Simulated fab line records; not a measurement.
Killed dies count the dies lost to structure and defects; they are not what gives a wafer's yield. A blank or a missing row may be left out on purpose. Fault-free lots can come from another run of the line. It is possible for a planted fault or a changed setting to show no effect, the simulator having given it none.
The tool behind it: which one? :: flow sky130 :: 14 lots with 38 wafers sampled at 5 steps, on a route of 708 steps

WHAT EACH GAUGE READ, for each wafer
SKY_METAL1_RS_MEAS_05: measurement is done with a four-point probe. Usual: for METAL1_ALCU_RS the level is 0.1274 ohm/sq and the standard deviation is 0.0017.
lot: L829
measured: day 31 13:09
on: film metro-01
METAL1_ALCU_RS (ohm/sq): 0.1287 0.1284 0.1288
flag: 

lot: L830
measured: day 31 16:21
on: film metro-04
METAL1_ALCU_RS (ohm/sq): 0.1286 0.1259 0.1280
flag: 

lot: L831
measured: day 32 00:24
on: film metro-02
METAL1_ALCU_RS (ohm/sq): 0.1310 0.1317 0.1317
flag: 

lot: L832
measured: day 34 00:38
on: film metro-02
METAL1_ALCU_RS (ohm/sq): 0.1287 0.1276 0.1282
flag: 

lot: L836
measured: day 34 01:01
on: film metro-04
METAL1_ALCU_RS (ohm/sq): 0.1010
flag: OFF

lot: L835
measured: day 34 02:43
on: film metro-02
METAL1_ALCU_RS (ohm/sq): 0.1012
flag: OFF

lot: L837
measured: day 34 08:43
on: film metro-04
METAL1_ALCU_RS (ohm/sq): 0.1259 0.1259 0.1257
flag: 

lot: L839
measured: day 35 17:54
on: film metro-02
METAL1_ALCU_RS (ohm/sq): 0.1257 0.1271 0.1251
flag: 

lot: L840
measured: day 35 23:25
on: film metro-04
METAL1_ALCU_RS (ohm/sq): 0.1263 0.1277 0.1240
flag: 

lot: L844
measured: day 36 05:47
on: film metro-04
METAL1_ALCU_RS (ohm/sq): 0.1288 0.1293 0.1283
flag: 

lot: L843
measured: day 36 07:02
on: film metro-01
METAL1_ALCU_RS (ohm/sq): 0.1289 0.1294 0.1306
flag: 

lot: L847
measured: day 37 06:02
on: film metro-01
METAL1_ALCU_RS (ohm/sq): 0.1304 0.1271 0.1280
flag: 

lot: L849
measured: day 37 16:59
on: film metro-04
METAL1_ALCU_RS (ohm/sq): 0.1284 0.1272 0.1271
flag: 

lot: L852
measured: day 38 15:15
on: film metro-04
METAL1_ALCU_RS (ohm/sq): 0.1273 0.1277 0.1271
flag: 

SKY_METAL1_THK_MEAS_06: measures by xrf. Usual: for METAL1_ALCU_THK the level is 248 nm and the standard deviation is 3.8.
lot: L829
measured: day 31 13:16
on: film metro-01
METAL1_ALCU_THK (nm): 246 246 245
flag: 

lot: L830
measured: day 31 16:27
on: film metro-04
METAL1_ALCU_THK (nm): 246 252 247
flag: 

lot: L831
measured: day 32 00:30
on: film metro-02
METAL1_ALCU_THK (nm): 240 239 239
flag: 

lot: L832
measured: day 34 00:44
on: film metro-02
METAL1_ALCU_THK (nm): 246 247 248
flag: 

lot: L836
measured: day 34 01:05
on: film metro-04
METAL1_ALCU_THK (nm): 310
flag: OFF

lot: L835
measured: day 34 02:49
on: film metro-02
METAL1_ALCU_THK (nm): 311
flag: OFF

lot: L837
measured: day 34 08:49
on: film metro-04
METAL1_ALCU_THK (nm): 249 250 250
flag: 

lot: L839
measured: day 35 17:59
on: film metro-02
METAL1_ALCU_THK (nm): 254 250 254
flag: 

lot: L840
measured: day 35 23:32
on: film metro-04
METAL1_ALCU_THK (nm): 249 248 254
flag: 

lot: L844
measured: day 36 05:53
on: film metro-04
METAL1_ALCU_THK (nm): 246 246 248
flag: 

lot: L843
measured: day 36 07:09
on: film metro-01
METAL1_ALCU_THK (nm): 245 242 241
flag: 

lot: L847
measured: day 37 06:09
on: film metro-01
METAL1_ALCU_THK (nm): 239 245 246
flag: 

lot: L849
measured: day 37 17:05
on: film metro-04
METAL1_ALCU_THK (nm): 247 251 248
flag: 

lot: L852
measured: day 38 15:22
on: film metro-04
METAL1_ALCU_THK (nm): 249 247 247
flag: 

TOOL THAT RAN EACH LOT (tool first, then ch and the chambers of the sampled wafers, then the start)
lot: L829
SKY_CONTACT_CMP_27: cmp-01 ch 1,2,3, day 31 12:41
SKY_METAL1_SPUTTER_01: pvd sputter-03, day 31 13:01
SKY_METAL1_SPUTTER_02: pvd sputter-03, day 31 13:02

lot: L830
SKY_CONTACT_CMP_27: cmp-02 ch 1,2,3, day 31 16:01
SKY_METAL1_SPUTTER_01: pvd sputter-03, day 31 16:11
SKY_METAL1_SPUTTER_02: pvd sputter-03, day 31 16:13

lot: L831
SKY_CONTACT_CMP_27: cmp-01 ch 2,3, day 31 23:55
SKY_METAL1_SPUTTER_01: pvd sputter-03, day 32 00:14
SKY_METAL1_SPUTTER_02: pvd sputter-03, day 32 00:16

lot: L832
SKY_CONTACT_CMP_27: cmp-01 ch 1,2,3, day 34 00:16
SKY_METAL1_SPUTTER_01: pvd sputter-01, day 34 00:29
SKY_METAL1_SPUTTER_02: pvd sputter-01, day 34 00:31

lot: L836
SKY_CONTACT_CMP_27: cmp-02 ch 1, day 34 00:41
SKY_METAL1_SPUTTER_01: pvd sputter-02, day 34 00:49
SKY_METAL1_SPUTTER_02: pvd sputter-02, day 34 00:51

lot: L835
SKY_CONTACT_CMP_27: cmp-02 ch 1, day 34 02:17
SKY_METAL1_SPUTTER_01: pvd sputter-02, day 34 02:34
SKY_METAL1_SPUTTER_02: pvd sputter-02, day 34 02:35

lot: L837
SKY_CONTACT_CMP_27: cmp-01 ch 0,2,3, day 34 08:18
SKY_METAL1_SPUTTER_01: pvd sputter-01, day 34 08:34
SKY_METAL1_SPUTTER_02: pvd sputter-01, day 34 08:35

lot: L839
SKY_CONTACT_CMP_27: cmp-01 ch 1,2,3, day 35 17:33
SKY_METAL1_SPUTTER_01: pvd sputter-01, day 35 17:43
SKY_METAL1_SPUTTER_02: pvd sputter-01, day 35 17:45

lot: L840
SKY_CONTACT_CMP_27: cmp-01 ch 0,1,2, day 35 23:05
SKY_METAL1_SPUTTER_01: pvd sputter-03, day 35 23:19
SKY_METAL1_SPUTTER_02: pvd sputter-03, day 35 23:20

lot: L844
SKY_CONTACT_CMP_27: cmp-02 ch 1,3, day 36 05:22
SKY_METAL1_SPUTTER_01: pvd sputter-03, day 36 05:38
SKY_METAL1_SPUTTER_02: pvd sputter-03, day 36 05:40

lot: L843
SKY_CONTACT_CMP_27: cmp-02 ch 0,1, day 36 06:38
SKY_METAL1_SPUTTER_01: pvd sputter-01, day 36 06:54
SKY_METAL1_SPUTTER_02: pvd sputter-01, day 36 06:56

lot: L847
SKY_CONTACT_CMP_27: cmp-02 ch 1,3, day 37 05:35
SKY_METAL1_SPUTTER_01: pvd sputter-01, day 37 05:55
SKY_METAL1_SPUTTER_02: pvd sputter-01, day 37 05:56

lot: L849
SKY_CONTACT_CMP_27: cmp-02 ch 0,1,3, day 37 16:34
SKY_METAL1_SPUTTER_01: pvd sputter-03, day 37 16:50
SKY_METAL1_SPUTTER_02: pvd sputter-03, day 37 16:52

lot: L852
SKY_CONTACT_CMP_27: cmp-01 ch 1,2,3, day 38 14:49
SKY_METAL1_SPUTTER_01: pvd sputter-01, day 38 15:08
SKY_METAL1_SPUTTER_02: pvd sputter-01, day 38 15:10
- SKY_CONTACT_CMP_27: polishes, stops on SiO2, t overpolish 15 s, target thk 0 nm.
- SKY_METAL1_SPUTTER_01: material TiN, target thk 20 nm, time 16.7 s.
- SKY_METAL1_SPUTTER_02: material AlCu, target thk 250 nm, time 13.3 s.

AS READ BY THE TOOLS THEMSELVES (means over the sampled wafers that have a number; for cases with no such wafer, the mark the record gives instead)
SKY_CONTACT_CMP_27. Usual: edge zone pressure frac 1.000, standard deviation 0.0048; head pressure psi 3.500 psi, standard deviation 0.0085; motor current A 11.2 A, standard deviation 1.1; overpolish run s 14.999 s, standard deviation 0.0075; platen rpm 60.00 rpm, standard deviation 0.04; time to endpoint s 82 s, standard deviation 4.1.
lot: L829
tool: cmp-01
edge zone pressure frac: 0.995
head pressure psi (psi): 3.504
motor current A (A): 11.0
overpolish run s (s): 15.002
platen rpm (rpm): 59.98
time to endpoint s (s): 80
flag: 

lot: L830
tool: cmp-02
edge zone pressure frac: 0.999
head pressure psi (psi): 3.504
motor current A (A): 10.7
overpolish run s (s): 15.003
platen rpm (rpm): 59.98
time to endpoint s (s): 82
flag: 

lot: L831
tool: cmp-01
edge zone pressure frac: 0.997
head pressure psi (psi): 3.498
motor current A (A): 10.6
overpolish run s (s): 14.997
platen rpm (rpm): 59.99
time to endpoint s (s): 75
flag: 

lot: L832
tool: cmp-01
edge zone pressure frac: 1.002
head pressure psi (psi): 3.504
motor current A (A): 10.8
overpolish run s (s): 14.999
platen rpm (rpm): 59.99
time to endpoint s (s): 81
flag: 

lot: L836
tool: cmp-02
edge zone pressure frac: 0.999
head pressure psi (psi): 3.501
motor current A (A): 12.0
overpolish run s (s): 14.982
platen rpm (rpm): 60.04
time to endpoint s (s): 83
flag: 

lot: L835
tool: cmp-02
edge zone pressure frac: 0.991
head pressure psi (psi): 3.496
motor current A (A): 12.7
overpolish run s (s): 15.000
platen rpm (rpm): 59.99
time to endpoint s (s): 85
flag: 

lot: L837
tool: cmp-01
edge zone pressure frac: 0.997
head pressure psi (psi): 3.489
motor current A (A): 11.3
overpolish run s (s): 15.002
platen rpm (rpm): 60.01
time to endpoint s (s): 83
flag: 

lot: L839
tool: cmp-01
edge zone pressure frac: 0.999
head pressure psi (psi): 3.498
motor current A (A): 10.9
overpolish run s (s): 15.003
platen rpm (rpm): 60.03
time to endpoint s (s): 81
flag: 

lot: L840
tool: cmp-01
edge zone pressure frac: 0.999
head pressure psi (psi): 3.509
motor current A (A): 12.2
overpolish run s (s): 15.006
platen rpm (rpm): 60.00
time to endpoint s (s): 87
flag: 

lot: L844
tool: cmp-02
edge zone pressure frac: 1.004
head pressure psi (psi): 3.497
motor current A (A): 10.3
overpolish run s (s): 14.997
platen rpm (rpm): 59.99
time to endpoint s (s): 78
flag: 

lot: L843
tool: cmp-02
edge zone pressure frac: 1.002
head pressure psi (psi): 3.499
motor current A (A): 12.1
overpolish run s (s): 14.999
platen rpm (rpm): 59.99
time to endpoint s (s): 81
flag: 

lot: L847
tool: cmp-02
edge zone pressure frac: 1.004
head pressure psi (psi): 3.505
motor current A (A): 10.9
overpolish run s (s): 15.001
platen rpm (rpm): 60.01
time to endpoint s (s): 84
flag: 

lot: L849
tool: cmp-02
edge zone pressure frac: 1.001
head pressure psi (psi): 3.506
motor current A (A): 11.1
overpolish run s (s): 14.997
platen rpm (rpm): 60.00
time to endpoint s (s): 82
flag: 

lot: L852
tool: cmp-01
edge zone pressure frac: 1.004
head pressure psi (psi): 3.501
motor current A (A): 11.3
overpolish run s (s): 15.004
platen rpm (rpm): 59.99
time to endpoint s (s): 83
flag: 

SKY_METAL1_SPUTTER_01. Usual: chamber pressure pa 0.4001 Pa, standard deviation 0.0008; throttle valve pct 30.2 %, standard deviation 1.1.
lot: L829
tool: pvd sputter-03
chamber pressure pa (Pa): 0.4000
throttle valve pct (%): 28.8
flag: 

lot: L830
tool: pvd sputter-03
chamber pressure pa (Pa): 0.4005
throttle valve pct (%): 29.7
flag: 

lot: L831
tool: pvd sputter-03
chamber pressure pa (Pa): 0.4000
throttle valve pct (%): 29.1
flag: 

lot: L832
tool: pvd sputter-01
chamber pressure pa (Pa): 0.4000
throttle valve pct (%): 30.1
flag: 

lot: L836
tool: pvd sputter-02
chamber pressure pa (Pa): 0.3990
throttle valve pct (%): 30.8
flag: 

lot: L835
tool: pvd sputter-02
chamber pressure pa (Pa): 0.3998
throttle valve pct (%): 31.9
flag: 

lot: L837
tool: pvd sputter-01
chamber pressure pa (Pa): 0.4006
throttle valve pct (%): 29.6
flag: 

lot: L839
tool: pvd sputter-01
chamber pressure pa (Pa): 0.4014
throttle valve pct (%): 30.6
flag: 

lot: L840
tool: pvd sputter-03
chamber pressure pa (Pa): 0.4004
throttle valve pct (%): 29.9
flag: 

lot: L844
tool: pvd sputter-03
chamber pressure pa (Pa): 0.4001
throttle valve pct (%): 28.4
flag: 

lot: L843
tool: pvd sputter-01
chamber pressure pa (Pa): 0.3998
throttle valve pct (%): 29.9
flag: 

lot: L847
tool: pvd sputter-01
chamber pressure pa (Pa): 0.3993
throttle valve pct (%): 29.4
flag: 

lot: L849
tool: pvd sputter-03
chamber pressure pa (Pa): 0.3994
throttle valve pct (%): 29.5
flag: 

lot: L852
tool: pvd sputter-01
chamber pressure pa (Pa): 0.3999
throttle valve pct (%): 29.6
flag: 

SKY_METAL1_SPUTTER_02. Usual: chamber pressure pa 0.3999 Pa, standard deviation 0.00082; throttle valve pct 30.2 %, standard deviation 1.1.
lot: L829
tool: pvd sputter-03
chamber pressure pa (Pa): 0.4002
throttle valve pct (%): 28.9
flag: 

lot: L830
tool: pvd sputter-03
chamber pressure pa (Pa): 0.3998
throttle valve pct (%): 29.7
flag: 

lot: L831
tool: pvd sputter-03
chamber pressure pa (Pa): 0.3996
throttle valve pct (%): 29.1
flag: 

lot: L832
tool: pvd sputter-01
chamber pressure pa (Pa): 0.3998
throttle valve pct (%): 30.2
flag: 

lot: L836
tool: pvd sputter-02
chamber pressure pa (Pa): 0.3989
throttle valve pct (%): 30.6
flag: 

lot: L835
tool: pvd sputter-02
chamber pressure pa (Pa): 0.3981
throttle valve pct (%): 31.9
flag: 

lot: L837
tool: pvd sputter-01
chamber pressure pa (Pa): 0.3990
throttle valve pct (%): 29.7
flag: 

lot: L839
tool: pvd sputter-01
chamber pressure pa (Pa): 0.3985
throttle valve pct (%): 30.6
flag: 

lot: L840
tool: pvd sputter-03
chamber pressure pa (Pa): 0.4002
throttle valve pct (%): 29.7
flag: 

lot: L844
tool: pvd sputter-03
chamber pressure pa (Pa): 0.4006
throttle valve pct (%): 28.5
flag: 

lot: L843
tool: pvd sputter-01
chamber pressure pa (Pa): 0.4001
throttle valve pct (%): 29.7
flag: 

lot: L847
tool: pvd sputter-01
chamber pressure pa (Pa): 0.4004
throttle valve pct (%): 29.1
flag: 

lot: L849
tool: pvd sputter-03
chamber pressure pa (Pa): 0.4000
throttle valve pct (%): 29.6
flag: 

lot: L852
tool: pvd sputter-01
chamber pressure pa (Pa): 0.3998
throttle valve pct (%): 29.7
flag: 

THE ANSWER, worked out from the rows above alone
Rule: a lot counts as off when the mean over its wafers that have a number is more than 3 standard deviations away from the usual mean. A lot without any number at a reading at which 4 lots or more have one is off too. The other lots that the step has rows for count as sound. First the gauges in route order, then the tools' own readings, where a lot's mean is used as printed above. At the first step where some lot is off, the reading lying furthest off is the one used; lots without a number count as furthest.
Off: at SKY_METAL1_RS_MEAS_05 (METAL1_ALCU_RS), L836, L835.
If a tool, at a process step before that reading, ran all the lots that are off and no sound lot after the first of them, it fits. The gauges at SKY_METAL1_RS_MEAS_05 are tried like those tools. One fits: SKY_METAL1_SPUTTER_01 and SKY_METAL1_SPUTTER_02 on pvd sputter-02. It ran no sound lot before its first lot that is off in this sample, so the start can't be narrowed down.

WHAT HAD BEEN PUT IN BY THE SIMULATOR
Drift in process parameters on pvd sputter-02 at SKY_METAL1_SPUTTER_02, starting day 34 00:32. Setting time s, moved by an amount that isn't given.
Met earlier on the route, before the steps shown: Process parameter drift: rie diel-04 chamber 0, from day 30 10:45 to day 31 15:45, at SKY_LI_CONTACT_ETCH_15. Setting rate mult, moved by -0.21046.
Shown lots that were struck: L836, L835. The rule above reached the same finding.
